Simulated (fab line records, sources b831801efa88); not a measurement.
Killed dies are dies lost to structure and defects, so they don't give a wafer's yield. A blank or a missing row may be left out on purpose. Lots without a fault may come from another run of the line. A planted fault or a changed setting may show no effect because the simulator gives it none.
A struck lot beside a sound one | flow sky130 | 14 steps out of a route of 708
Sound: wafers L260.1, L260.2, L260.6. Struck: wafers L275.2, L275.4, L275.5. The cause comes at the end.
At each step with rows: each side's tool, then ch and its chambers, then its first start. Under that, the readings that differ: sound wafers | struck wafers | difference of the means | sigmas: that difference in standard deviations of wafers without a fault.
alike: readings whose means differ by less than 2 such deviations, and words and numbers that are the same on both sides. not compared: withheld readings, readings that some wafer has no value for, bounds like >300 that may hide the same value, and numbers for which the record gives no deviation and whose values overlap.
The two part at a step that has a row with sigmas, a row that says differs or no value, or rows on one side only. Numbers that don't overlap but have no deviation are shown without sigmas and don't part them. A reading that every wafer of one side lacks parts them only if that side has two wafers or more.

first, 3 steps without rows for these wafers: SKY_POLY_CUT_EXPOSE_05 (exposes mask NPCM, target cd 270 nm); SKY_POLY_CUT_PEB_06; SKY_POLY_CUT_DEVELOP_07 (develop time 60 s).
SKY_POLY_CUT_CD_MEAS_08: target cd 270 nm.
  sound on cd_sem-01, day 26 04:00; struck on cd_sem-01, day 30 21:13
  alike: cd_nm
SKY_POLY_CUT_OVL_MEAS_09:
  sound on overlay-01, day 26 04:07; struck on overlay-02, day 30 21:19
  alike: POLY_CUT_OVL
SKY_POLY_CUT_ETCH_10: etches BARC in N2/H2, stops on SiO2, time 45.9 s, target depth 60 nm.
  sound on rie_diel-01 ch 0,1,2, day 26 04:09; struck on rie_diel-01 ch 2,3, day 30 21:21
  alike: bias_w, chamber_pressure_mTorr, drypump_motor_current_A, oes_product_au, throttle_valve_pct
  not compared: rf_hours_counter_h
SKY_POLY_CUT_ETCH_11: etches Si3N4 in CF4/CH2F2/Ar, stops on poly-Si, time 42.5 s, target depth 60 nm.
  sound on rie_diel-01 ch 0,1,2, day 26 04:12; struck on rie_diel-01 ch 2,3, day 30 21:24
  alike: bias_w, chamber_pressure_mTorr, drypump_motor_current_A, oes_product_au, throttle_valve_pct
  not compared: rf_hours_counter_h
SKY_POLY_CUT_STRIP_12: strips in O2/N2.
  sound on plasma_asher-01 ch 0,1, day 26 04:14; struck on plasma_asher-04 ch 0,1, day 30 21:26
  alike: chamber_pressure_mTorr, drypump_motor_current_A, oes_product_au, strip_time_to_endpoint_s
  not compared: rf_hours_counter_h
then, 4 steps without rows for these wafers: SKY_SD_P_DEHYDRATE_00 (time 60 s); SKY_SD_P_HMDS_01 (prime time 60 s); SKY_SD_P_COAT_02 (resist thk 1140 nm); SKY_SD_P_SOFTBAKE_03 (time 60 s).
SKY_SD_P_EXPOSE_04: exposes mask PSDM, target cd 380 nm.
  sound on iline_stepper-01 ch 0, day 26 19:19; struck on iline_stepper-01, day 31 11:45
  no value came back on the struck wafers for exposure_dose_mJ_cm2, focus_offset_nm (nm), reticle_temp_C (C); on the sound wafers exposure_dose_mJ_cm2 reads 137.91 138.06 138.16
  alike: mask
then, 1 step without rows for these wafers: SKY_SD_P_PEB_05.

WHERE THEY PART
Only at SKY_SD_P_EXPOSE_04, within this record.

WHY: what the simulator had put in
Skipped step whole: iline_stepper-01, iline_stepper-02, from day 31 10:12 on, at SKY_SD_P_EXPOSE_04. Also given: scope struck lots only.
